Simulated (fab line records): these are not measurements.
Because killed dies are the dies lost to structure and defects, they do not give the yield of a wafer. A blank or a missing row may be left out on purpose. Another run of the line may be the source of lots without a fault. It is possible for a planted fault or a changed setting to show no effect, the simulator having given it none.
fab line records -- flow gf180mcu -- part 1 of 2: steps 1 to 31 of 44
record: lots: 5, wafers: 15, lastDay: 33
route steps=602 shown STI@10 DNWELL@32 NWELL@42
lots untouched by any fault: they come from a run of this same line in which no faults occurred
startH: start of the lot's first displayed wafer, in hours after the record's first day -- waitH: time in hours since the lot's previous step -- " same as the row above -- L1.1+2: one row covering several wafers at once -- - no value, or no start was given -- * or withheld: withheld -- < > ~ a bound
route shown NAME@n: a module of which the file shows steps, and the number in the route of the first -- usual: average and standard deviation across the fault-free wafers -- same: alike in all rows -- chamber/n: place in a boat -- sites: readings site by site -- _std_site: the standard deviation of these -- _edge_site: the outer-site mean with the inner-site mean subtracted -- radiusMm: for every site, how far away it sits from the centre of the wafer -- mask NAME#n: copy n -- behind: the tool/chamber that last shaped the wafer -- hold: the reason the lot was held/the length of the hold in hours/how it ended -- device: transistor that didn't switch, given as n, p or np -- end of line: the tests these same wafers got at the end of their route -- a step given without rows: its recipe and nothing more -- killed: dies lost to structure and defects at the first sort, not the wafer's yield -- map: the dies of a wafer, with x for killed, . for not killed, _ for no die there
set.NAME: the run value of the setting; set.NAME@STEP: its run value at that earlier step -- model.NAME: the simulator's own value behind a step, which no gauge read
a table for each step, a row for each wafer; lots at some steps of the route
services: when a tool's chamber went out of use (startH, in hours from the record's first day, below 0 if earlier), for how many hours, and the reason
== steps ==
step: GF_STI_EXPOSE_09
recipe: maskId: COMP, targetCdNm: 220, na: 0.68, sourceShape: conventional, sigmaOuter: 0.6, doseMj: 28
lot.wafer,tool,chamber,startH,waitH,mask
L075.1+4+5,krfScanner-02,0,-,-,COMP#0
L077.3+4+5,krfScanner-02,0,-,-,COMP#0
L084.1+2+5,krfScanner-02,0,-,-,COMP#0
L091.1+4+5,krfScanner-01,0,-,-,COMP#0
L093.1+4+6,krfScanner-02,0,-,-,COMP#0
step: GF_STI_PEB_10
recipe: pebTempC: 135, pebTimeS: 90, resist: KrF
lot.wafer,tool,chamber,startH,waitH
L075.1+4+5,lithoTrack-01,0,-,-
L077.3+4+5,lithoTrack-03,0,-,-
L084.1+2+5,lithoTrack-01,0,-,-
L091.1+4+5,lithoTrack-02,0,-,-
L093.1+4+6,lithoTrack-01,0,-,-
step: GF_STI_DEVELOP_11
recipe: developTimeS: 60, devTempC: 21
lot.wafer,tool,chamber,startH,waitH
L075.1+4+5,lithoTrack-01,0,29.91,0.2
L077.3+4+5,lithoTrack-03,0,40.35,0.1
L084.1+2+5,lithoTrack-01,0,77.81,0.2
L091.1+4+5,lithoTrack-02,0,113.14,0.2
L093.1+4+6,lithoTrack-01,0,122.16,0.2
step: GF_STI_CD_MEAS_12
recipe: targetCdNm: 220
usual: cdNm: 220.0/1.4
lot.wafer,tool,chamber,startH,waitH,cdNm
L075.1,cdSem-02,-,30.06,0.1,221.2
L075.4,cdSem-02,-,30.06,0.1,221.0
L075.5,cdSem-02,-,30.06,0.1,222.4
L077.3,cdSem-02,-,40.49,0.1,217.8
L077.4,cdSem-02,-,40.49,0.1,218.1
L077.5,cdSem-02,-,40.49,0.1,218.1
L084.1,cdSem-01,-,77.96,0.1,217.6
L084.2,cdSem-01,-,77.96,0.1,219.8
L084.5,cdSem-01,-,77.96,0.1,219.5
L091.1,cdSem-01,-,113.29,0.1,219.0
L091.4,cdSem-01,-,113.29,0.1,220.1
L091.5,cdSem-01,-,113.29,0.1,220.2
L093.1,cdSem-01,-,122.31,0.1,222.0
L093.4,cdSem-01,-,122.31,0.1,222.4
L093.6,cdSem-01,-,122.31,0.1,223.0
step: GF_STI_ETCH_13
recipe: chemistry: CHF3/O2, stopOn: Si, overEtchFrac: 0.3, targetDepthA: 2823.1, sourceW: 600, biasW: 200, pressureMtorr: 40, chf3FlowSccm: 50, O2_flow_sccm: 5, timeS: 112.9
usual: drypumpMotorCurrentA: 5.7/0.54, oesProductAu: 0.830/0.0061, throttleValvePct: 8.810/0.0094
lot.wafer,tool,chamber,startH,waitH,drypumpMotorCurrentA,oesProductAu,rfHoursCounterH,throttleValvePct
L075.1,rieDiel-04,0,30.18,0.1,6.1,0.826,110,8.800
L075.4,rieDiel-04,2,30.18,0.1,5.0,0.825,69,8.807
L075.5,rieDiel-04,1,30.18,0.1,5.4,0.826,-,8.806
L077.3,rieDiel-01,1,40.57,0.1,5.0,0.839,89,8.802
L077.4,rieDiel-01,2,40.57,0.1,6.6,0.820,79,8.804
L077.5,rieDiel-01,3,40.57,0.1,6.3,0.835,-,8.806
L084.1,rieDiel-04,2,78.08,0.1,5.0,0.828,70,8.800
L084.2,rieDiel-04,1,78.08,0.1,5.4,0.835,59,8.779
L084.5,rieDiel-04,0,78.08,0.1,6.1,0.833,-,8.812
L091.1,rieDiel-02,3,113.41,0.1,5.7,0.828,21,8.801
L091.4,rieDiel-02,1,113.41,0.1,5.3,0.838,75,8.825
L091.5,rieDiel-02,2,113.41,0.1,5.2,0.842,-,8.802
L093.1,rieDiel-02,1,122.43,0.1,5.3,0.835,75,8.809
L093.4,rieDiel-02,0,122.43,0.1,5.4,0.832,2,8.826
L093.6,rieDiel-02,2,122.43,0.1,5.1,0.831,-,8.788
step: GF_STI_ETCH_14
recipe: target: Si, chemistry: HBr/Cl2/O2, targetDepthNm: 360, icpW: 600, biasW: 150, pressureMtorr: 15, HBr_flow_sccm: 150, Cl2_flow_sccm: 40, O2_flow_sccm: 6, timeS: 102.9
usual: drypumpMotorCurrentA: 5.7/0.7, mfcCl2Sccm: 40.00/0.12, oesProductAu: 1.000/0.012, throttleValvePct: 25.658/0.011
lot.wafer,tool,chamber,startH,waitH,drypumpMotorCurrentA,mfcCl2Sccm,oesProductAu,rfHoursCounterH,throttleValvePct
L075.1,rieSi-01,2,30.26,0.0,6.0,40.03,1.004,28,25.669
L075.4,rieSi-01,0,30.26,0.0,4.9,40.05,1.008,76,25.664
L075.5,rieSi-01,0,30.26,0.0,4.8,40.08,1.011,-,25.650
L077.3,rieSi-01,3,40.65,0.0,6.5,39.98,0.965,110,25.680
L077.4,rieSi-01,1,40.65,0.0,6.2,39.98,1.005,66,25.658
L077.5,rieSi-01,1,40.65,0.0,6.2,39.98,0.994,-,25.646
L084.1,rieSi-02,3,78.16,0.0,4.8,40.00,1.003,126,25.668
L084.2,rieSi-02,0,78.16,0.0,6.5,39.89,0.986,1,25.671
L084.5,rieSi-02,0,78.16,0.0,6.5,39.76,0.999,-,25.666
L091.1,rieSi-02,1,113.49,0.0,4.9,40.04,0.983,1,25.656
L091.4,rieSi-02,3,113.49,0.0,4.8,40.20,1.014,126,25.646
L091.5,rieSi-02,1,113.49,0.0,4.9,39.96,0.993,-,25.640
L093.1,rieSi-01,3,122.51,0.0,6.5,39.91,0.991,111,25.665
L093.4,rieSi-01,2,122.51,0.0,6.0,39.73,1.010,29,25.650
L093.6,rieSi-01,1,122.51,0.0,6.2,40.17,0.994,-,25.667
step: GF_STI_STRIP_15
recipe: chemistry: O2/N2, powerW: 1400, pressureMtorr: 1500, platenTempC: 250, o2FlowSccm: 3000, n2FlowSccm: 300, overashFraction: 0.5
usual: drypumpMotorCurrentA: 5.7/0.36, heaterPowerW: 376/27, oesProductAu: 0.384/0.0051, stripTimeToEndpointS: 3.73/0.065
same: overashFraction: 0.5
lot.wafer,tool,chamber,startH,waitH,drypumpMotorCurrentA,heaterPowerW,oesProductAu,rfHoursCounterH,stripTimeToEndpointS
L075.1,plasmaAsher-03,1,30.33,0.0,5.4,377,0.387,38,3.83
L075.4,plasmaAsher-03,0,30.33,0.0,6.2,380,0.391,-,3.78
L075.5,plasmaAsher-03,0,30.33,0.0,6.2,380,0.385,-,3.75
L077.3,plasmaAsher-03,0,40.75,0.1,6.2,382,0.395,-,3.78
L077.4,plasmaAsher-03,1,40.75,0.1,5.3,375,0.385,-,3.65
L077.5,plasmaAsher-03,0,40.75,0.1,6.2,378,0.385,-,3.81
L084.1,plasmaAsher-01,0,78.23,0.0,5.3,301,0.380,41,3.73
L084.2,plasmaAsher-01,1,78.23,0.0,5.7,379,0.386,41,3.75
L084.5,plasmaAsher-01,0,78.23,0.0,5.3,311,0.389,-,3.85
L091.1,plasmaAsher-04,0,113.56,0.0,5.7,401,0.391,31,3.75
L091.4,plasmaAsher-04,0,113.56,0.0,5.7,388,0.385,-,3.70
L091.5,plasmaAsher-04,0,113.56,0.0,5.7,399,0.383,-,3.75
L093.1,plasmaAsher-03,0,122.58,0.0,6.2,378,0.385,49,3.74
L093.4,plasmaAsher-03,0,122.58,0.0,6.2,367,0.382,-,3.69
L093.6,plasmaAsher-03,0,122.58,0.0,6.2,380,0.381,-,3.78
step: GF_STI_CLEAN_16
recipe: chemistry: dHF, timeS: 25, dilution: 100:1
lot.wafer,tool,chamber,startH,waitH
L075.1+4+5,wetBench-04,0,30.43,0.1
L077.3+4+5,wetBench-02,0,40.82,0.0
L084.1+2+5,wetBench-04,0,78.33,0.1
L091.1+4+5,wetBench-02,0,113.66,0.1
L093.1+4+6,wetBench-01,2,122.68,0.1
step: GF_STI_WET_ETCH_17
recipe: chemistry: H3PO4, targetDepthNm: 45, tempC: 160, target: Si3N4, timeS: 514
lot.wafer,tool,chamber,startH,waitH
L075.1+4+5,wetBench-01,2,30.45,0.0
L077.3+4+5,wetBench-01,3,40.84,0.0
L084.1+2+5,wetBench-01,0,78.35,0.0
L091.1+4+5,wetBench-01,0,113.67,0.0
L093.1+4+6,wetBench-04,1,122.69,0.0
step: GF_STI_CLEAN_18
recipe: chemistry: SC1/SC2, mix: 1:4:20, tempC: 70, timeS: 150
lot.wafer,tool,chamber,startH,waitH
L075.1+4+5,wetBench-04,3,30.60,0.0
L077.3+4+5,wetBench-04,3,40.99,0.0
L084.1+2+5,wetBench-02,1,78.50,0.0
L091.1+4+5,wetBench-02,1,113.83,0.0
L093.1+4+6,wetBench-01,2,122.85,0.0
step: GF_STI_CLEAN_19
recipe: chemistry: dHF, timeS: 20, dilution: 100:1
lot.wafer,tool,chamber,startH,waitH
L075.1+4+5,wetBench-02,1,30.65,0.0
L077.3+4+5,wetBench-02,2,41.04,0.0
L084.1+2+5,wetBench-04,1,78.55,0.0
L091.1+4+5,wetBench-01,3,113.88,0.0
L093.1+4+6,wetBench-02,0,122.90,0.0
step: GF_STI_WET_ETCH_20
recipe: chemistry: dHF, dilution: 100:1, targetDepthNm: 20, tempC: 25, dry: ipaMarangoni, target: SiO2, timeS: 400
lot.wafer,tool,chamber,startH,waitH
L075.1+4+5,wetBench-01,3,30.67,0.0
L077.3+4+5,wetBench-01,0,41.05,0.0
L084.1+2+5,wetBench-01,1,78.56,0.0
L091.1+4+5,wetBench-04,1,113.89,0.0
L093.1+4+6,wetBench-04,1,122.91,0.0
step: GF_STI_OXIDATION_21
recipe: tempC: 1000, ambient: O2, stabiliseS: 600, purgeS: 300, targetThkA: 150, oxTimeS: 458
usual: spikeTcCentreC: 1000.3/1.2
lot.wafer,tool,chamber,startH,waitH,spikeTcCentreC
L075.1,furnace-02,0,31.19,0.4,999.2
L075.4,furnace-02,0,31.19,0.4,1000.8
L075.5,furnace-02,0,31.19,0.4,1000.1
L077.3,furnace-01,0,41.27,0.1,999.5
L077.4,furnace-01,0,41.27,0.1,1001.1
L077.5,furnace-01,0,41.27,0.1,999.5
L084.1,furnace-02,0,80.51,1.8,999.0
L084.2,furnace-02,0,80.51,1.8,1000.1
L084.5,furnace-02,0,80.51,1.8,1000.5
L091.1,furnace-02,0,115.03,1.0,1001.4
L091.4,furnace-02,0,115.03,1.0,1001.9
L091.5,furnace-02,0,115.03,1.0,1000.6
L093.1,furnace-02,0,123.31,0.3,997.6
L093.4,furnace-02,0,123.31,0.3,1000.8
L093.6,furnace-02,0,123.31,0.3,1001.7
step: GF_STI_THK_MEAS_22
recipe: reads: SiO2_of_STI_OXIDATION_21
usual: STI_OXIDATION_01_THK: 15.06/0.2
lot.wafer,tool,chamber,startH,waitH,STI_OXIDATION_01_THK[nm]
L075.1,filmMetro-04,-,32.32,0.0,15.45
L075.4,filmMetro-04,-,32.32,0.0,15.22
L075.5,filmMetro-04,-,32.32,0.0,14.98
L077.3,filmMetro-04,-,42.41,0.0,14.83
L077.4,filmMetro-04,-,42.41,0.0,14.71
L077.5,filmMetro-04,-,42.41,0.0,14.90
L084.1,filmMetro-02,-,81.64,0.0,15.16
L084.2,filmMetro-02,-,81.64,0.0,15.18
L084.5,filmMetro-02,-,81.64,0.0,15.38
L091.1,filmMetro-04,-,116.15,0.0,15.03
L091.4,filmMetro-04,-,116.15,0.0,14.98
L091.5,filmMetro-04,-,116.15,0.0,14.97
L093.1,filmMetro-02,-,124.44,0.0,15.04
L093.4,filmMetro-02,-,124.44,0.0,14.96
L093.6,filmMetro-02,-,124.44,0.0,15.55
step: GF_STI_CVD_23
recipe: material: SiO2, targetThkNm: 650, sigmaOpenFrac: 0.3, timeS: 108.3, tempC: 600, sih4FlowSccm: 60, pressureMtorr: 6
usual: pressureMtorr: 6.002/0.012
lot.wafer,tool,chamber,startH,waitH,pressureMtorr
L075.1,hdpcvd-02,2,32.38,0.1,6.012
L075.4,hdpcvd-02,2,32.38,0.1,5.997
L075.5,hdpcvd-02,0,32.38,0.1,6.012
L077.3,hdpcvd-01,2,42.49,0.1,5.992
L077.4,hdpcvd-01,0,42.49,0.1,6.013
L077.5,hdpcvd-01,2,42.49,0.1,5.991
L084.1,hdpcvd-02,2,81.70,0.1,5.986
L084.2,hdpcvd-02,0,81.70,0.1,6.014
L084.5,hdpcvd-02,0,81.70,0.1,6.007
L091.1,hdpcvd-01,1,116.21,0.1,5.999
L091.4,hdpcvd-01,2,116.21,0.1,5.991
L091.5,hdpcvd-01,0,116.21,0.1,5.998
L093.1,hdpcvd-01,0,124.50,0.1,6.015
L093.4,hdpcvd-01,2,124.50,0.1,6.013
L093.6,hdpcvd-01,1,124.50,0.1,6.011
step: GF_STI_THK_MEAS_24
recipe: reads: SiO2_of_STI_CVD_23
usual: STI_CVD_23_THK: 656/10
lot.wafer,tool,chamber,startH,waitH,STI_CVD_23_THK[nm]
L075.1,filmMetro-02,-,32.45,0.0,655
L075.4,filmMetro-02,-,32.45,0.0,656
L075.5,filmMetro-02,-,32.45,0.0,660
L077.3,filmMetro-02,-,42.59,0.1,667
L077.4,filmMetro-02,-,42.59,0.1,656
L077.5,filmMetro-02,-,42.59,0.1,665
L084.1,filmMetro-04,-,81.78,0.0,665
L084.2,filmMetro-04,-,81.78,0.0,669
L084.5,filmMetro-04,-,81.78,0.0,668
L091.1,filmMetro-03,-,116.29,0.0,645
L091.4,filmMetro-03,-,116.29,0.0,644
L091.5,filmMetro-03,-,116.29,0.0,650
L093.1,filmMetro-04,-,124.58,0.0,657
L093.4,filmMetro-04,-,124.58,0.0,647
L093.6,filmMetro-04,-,124.58,0.0,651
step: GF_STI_CMP_25
recipe: stopOn: Si3N4, tOverpolishS: 33, downForcePsi: 4, platenRpm: 60, targetThkNm: 524.6, padVelocityMS: 0.94248
usual: motorCurrentA: 11.9/0.83, overpolishRunS: 33.000/0.0094, timeToEndpointS: 125/5.8
lot.wafer,tool,chamber,startH,waitH,motorCurrentA,overpolishRunS,timeToEndpointS
L075.4,cmp-02,2,32.56,0.1,10.8,33.008,128
L075.1,cmp-02,3,32.56,0.1,12.4,32.997,123
L075.5,cmp-02,1,32.56,0.1,12.8,33.010,128
L077.3,cmp-02,3,42.69,0.1,12.9,32.991,126
L077.4,cmp-02,1,42.69,0.1,12.4,33.014,123
L077.5,cmp-02,2,42.69,0.1,11.2,32.985,129
L084.2,cmp-01,2,81.89,0.1,12.6,33.012,135
L084.1,cmp-01,3,81.89,0.1,10.7,33.005,114
L084.5,cmp-01,2,81.89,0.1,12.4,33.009,127
L091.4,cmp-02,1,116.35,0.0,12.7,33.001,126
L091.1,cmp-02,0,116.35,0.0,12.7,33.000,125
L091.5,cmp-02,2,116.35,0.0,11.1,32.998,129
L093.1,cmp-01,0,124.64,0.1,10.9,33.021,117
L093.4,cmp-01,3,124.64,0.1,11.0,33.004,109
L093.6,cmp-01,0,124.64,0.1,10.9,32.991,116
step: GF_STI_WET_ETCH_26
recipe: chemistry: dHF, targetDepthNm: 94, target: SiO2, tempC: 25, dilution: 10:1, timeS: 188
lot.wafer,tool,chamber,startH,waitH
L075.1+4+5,wetBench-01,2,32.81,0.1
L077.3+4+5,wetBench-02,1,42.94,0.2
L084.1+2+5,wetBench-01,3,82.14,0.1
L091.1+4+5,wetBench-04,2,116.65,0.1
L093.1+4+6,wetBench-01,1,124.94,0.2
step: GF_STI_WET_ETCH_27
recipe: chemistry: H3PO4, targetDepthNm: 160, target: Si3N4, tempC: 160, timeS: 1825
lot.wafer,tool,chamber,startH,waitH
L075.1+4+5,wetBench-04,2,32.87,0.0
L077.3+4+5,wetBench-01,1,43.00,0.0
L084.1+2+5,wetBench-02,3,82.20,0.0
L091.1+4+5,wetBench-01,2,116.71,0.0
L093.1+4+6,wetBench-02,1,125.00,0.0
step: GF_STI_WET_ETCH_28
recipe: chemistry: dHF, targetDepthNm: 20, dry: ipaMarangoni, target: SiO2, tempC: 25, dilution: 10:1, timeS: 40
lot.wafer,tool,chamber,startH,waitH
L075.1+4+5,wetBench-02,1,33.44,0.0
L077.3+4+5,wetBench-04,0,43.51,0.0
L084.1+2+5,wetBench-04,1,82.76,0.0
L091.1+4+5,wetBench-02,2,117.23,0.0
L093.1+4+6,wetBench-04,0,125.51,0.0
step: GF_STI_OXIDATION_29
recipe: tempC: 900, ambient: O2, stabiliseS: 600, purgeS: 300, targetThkA: 100, oxTimeS: 1418
usual: spikeTcCentreC: 900.2/1.2
lot.wafer,tool,chamber,startH,waitH,spikeTcCentreC
L075.1,furnace-02,0,33.46,0.0,898.7
L075.4,furnace-02,0,33.46,0.0,900.2
L075.5,furnace-02,0,33.46,0.0,901.0
L077.3,furnace-02,0,43.53,0.0,901.5
L077.4,furnace-02,0,43.53,0.0,900.0
L077.5,furnace-02,0,43.53,0.0,900.9
L084.1,furnace-02,0,82.78,0.0,900.4
L084.2,furnace-02,0,82.78,0.0,898.7
L084.5,furnace-02,0,82.78,0.0,902.0
L091.1,furnace-01,0,117.25,0.0,898.7
L091.4,furnace-01,0,117.25,0.0,900.1
L091.5,furnace-01,0,117.25,0.0,900.9
L093.1,furnace-01,0,125.53,0.0,901.2
L093.4,furnace-01,0,125.53,0.0,898.5
L093.6,furnace-01,0,125.53,0.0,899.8
step: GF_STI_THK_MEAS_30
recipe: reads: SiO2_of_STI_OXIDATION_29
usual: STI_OXIDATION_02_THK: 10.06/0.17
lot.wafer,tool,chamber,startH,waitH,STI_OXIDATION_02_THK[nm]
L075.1,filmMetro-02,-,34.85,0.0,9.87
L075.4,filmMetro-02,-,34.85,0.0,10.00
L075.5,filmMetro-02,-,34.85,0.0,9.90
L077.3,filmMetro-02,-,44.95,0.0,9.66
L077.4,filmMetro-02,-,44.95,0.0,9.73
L077.5,filmMetro-02,-,44.95,0.0,9.81
L084.1,filmMetro-02,-,84.17,0.0,10.39
L084.2,filmMetro-02,-,84.17,0.0,10.23
L084.5,filmMetro-02,-,84.17,0.0,10.28
L091.1,filmMetro-02,-,118.64,0.0,10.00
L091.4,filmMetro-02,-,118.64,0.0,10.03
L091.5,filmMetro-02,-,118.64,0.0,10.18
L093.1,filmMetro-03,-,126.93,0.0,10.14
L093.4,filmMetro-03,-,126.93,0.0,10.03
L093.6,filmMetro-03,-,126.93,0.0,10.02
step: GF_DNWELL_DEHYDRATE_00
recipe: tempC: 200, timeS: 60
lot.wafer,tool,chamber,startH,waitH
L075.1+4+5,lithoTrack-03,0,40.45,5.6
L077.3+4+5,lithoTrack-03,0,50.70,5.7
L084.1+2+5,lithoTrack-02,0,90.79,6.6
L091.1+4+5,lithoTrack-02,0,125.49,6.8
L093.1+4+6,lithoTrack-04,0,133.60,6.7
step: GF_DNWELL_HMDS_01
recipe: primeTimeS: 60, primeTempC: 120
lot.wafer,tool,chamber,startH,waitH
L075.1+4+5,lithoTrack-03,0,40.60,0.1
L077.3+4+5,lithoTrack-03,0,50.85,0.1
L084.1+2+5,lithoTrack-02,0,90.94,0.1
L091.1+4+5,lithoTrack-02,0,125.64,0.1
L093.1+4+6,lithoTrack-04,0,133.75,0.1
step: GF_DNWELL_COAT_02
recipe: spinRpm: 2000, resistThkNm: 3000
lot.wafer,tool,chamber,startH,waitH
L075.1+4+5,lithoTrack-03,0,40.75,0.1
L077.3+4+5,lithoTrack-03,0,51.00,0.1
L084.1+2+5,lithoTrack-02,0,91.09,0.1
L091.1+4+5,lithoTrack-02,0,125.79,0.1
L093.1+4+6,lithoTrack-04,0,133.90,0.1
step: GF_DNWELL_SOFTBAKE_03
recipe: tempC: 110, timeS: withheld
lot.wafer,tool,chamber,startH,waitH
L075.1+4+5,lithoTrack-03,0,40.90,0.1
L077.3+4+5,lithoTrack-03,0,51.16,0.1
L084.1+2+5,lithoTrack-02,0,91.24,0.1
L091.1+4+5,lithoTrack-02,0,125.94,0.1
L093.1+4+6,lithoTrack-04,0,134.05,0.1
step: GF_DNWELL_EXPOSE_04
recipe: maskId: DNWELL, targetCdNm: 1700, na: 0.6, sourceShape: conventional, sigmaOuter: 0.6, doseMj: 260
lot.wafer,tool,chamber,startH,waitH,mask
L075.1+4+5,ilineStepper-02,0,-,-,DNWELL#0
L077.3+4+5,ilineStepper-02,0,-,-,DNWELL#0
L084.1+2+5,ilineStepper-02,0,-,-,DNWELL#0
L091.1+4+5,ilineStepper-02,0,-,-,DNWELL#0
L093.1+4+6,ilineStepper-01,0,-,-,DNWELL#0
step: GF_DNWELL_PEB_05
recipe: tempC: 115, timeS: withheld
lot.wafer,tool,chamber,startH,waitH
L075.1+4+5,lithoTrack-04,0,-,-
L077.3+4+5,lithoTrack-03,0,-,-
L084.1+2+5,lithoTrack-04,0,-,-
L091.1+4+5,lithoTrack-03,0,-,-
L093.1+4+6,lithoTrack-02,0,-,-
step: GF_DNWELL_DEVELOP_06
recipe: wallAngleDeg: 90, developTimeS: 60, devTempC: 23
lot.wafer,tool,chamber,startH,waitH
L075.1+4+5,lithoTrack-04,0,-,-
L077.3+4+5,lithoTrack-03,0,-,-
L084.1+2+5,lithoTrack-04,0,-,-
L091.1+4+5,lithoTrack-03,0,-,-
L093.1+4+6,lithoTrack-02,0,-,-
step: GF_DNWELL_IMPLANT_07
recipe: species: P, energyKev: 1500, doseCm2: 1e+13, tiltDeg: 0
usual: doseIonsCm2: 1.0003e+13/1.1e+10
lot.wafer,tool,chamber,startH,waitH,doseIonsCm2
L075.1,implanter-04,0,47.60,-,1.0012e+13
L075.4,implanter-04,0,47.60,-,1.0012e+13
L075.5,implanter-04,0,47.60,-,1.0002e+13
L077.3,implanter-02,0,57.35,-,1.0013e+13
L077.4,implanter-02,0,57.35,-,9.995e+12
L077.5,implanter-02,0,57.35,-,1.0002e+13
L084.1,implanter-02,0,97.75,-,1.0008e+13
L084.2,implanter-02,0,97.75,-,1.0007e+13
L084.5,implanter-02,0,97.75,-,1.0006e+13
L091.1,implanter-02,0,133.30,-,1.0009e+13
L091.4,implanter-02,0,133.30,-,1.0022e+13
L091.5,implanter-02,0,133.30,-,1e+13
L093.1,implanter-02,0,141.59,-,1.0005e+13
L093.4,implanter-02,0,141.59,-,9.996e+12
L093.6,implanter-02,0,141.59,-,1.0002e+13
step: GF_DNWELL_STRIP_08
recipe: chemistry: O2/N2, powerW: 1400, pressureMtorr: 1500, platenTempC: 250, o2FlowSccm: 3000, n2FlowSccm: 300, overashFraction: 0.5
usual: drypumpMotorCurrentA: 5.8/0.53, heaterPowerW: 355/26, oesProductAu: 0.722/0.0039, stripTimeToEndpointS: 36.94/0.081
same: overashFraction: 0.5
lot.wafer,tool,chamber,startH,waitH,drypumpMotorCurrentA,heaterPowerW,oesProductAu,rfHoursCounterH,stripTimeToEndpointS
L075.1,plasmaAsher-02,1,47.75,0.1,5.6,338,0.720,40,36.91
L075.4,plasmaAsher-02,0,47.75,0.1,6.9,354,0.723,-,36.71
L075.5,plasmaAsher-02,1,47.75,0.1,5.6,332,0.726,-,36.82
L077.3,plasmaAsher-03,1,57.48,0.1,5.3,373,0.726,-,36.90
L077.4,plasmaAsher-03,0,57.48,0.1,6.2,379,0.727,-,36.83
L077.5,plasmaAsher-03,0,57.48,0.1,6.2,382,0.720,-,36.98
L084.1,plasmaAsher-03,1,97.90,0.1,5.3,365,0.722,46,37.07
L084.2,plasmaAsher-03,0,97.90,0.1,6.2,377,0.722,46,37.04
L084.5,plasmaAsher-03,0,97.90,0.1,6.2,384,0.719,-,36.97
L091.1,plasmaAsher-03,1,133.45,0.1,5.4,372,0.713,51,36.90
L091.4,plasmaAsher-03,1,133.45,0.1,5.4,380,0.727,-,36.86
L091.5,plasmaAsher-03,0,133.45,0.1,6.2,373,0.721,-,36.73
L093.1,plasmaAsher-02,0,141.74,0.1,6.8,345,0.724,2,36.90
L093.4,plasmaAsher-02,1,141.74,0.1,5.6,341,0.724,-,36.93
L093.6,plasmaAsher-02,1,141.74,0.1,5.6,334,0.721,-,36.88
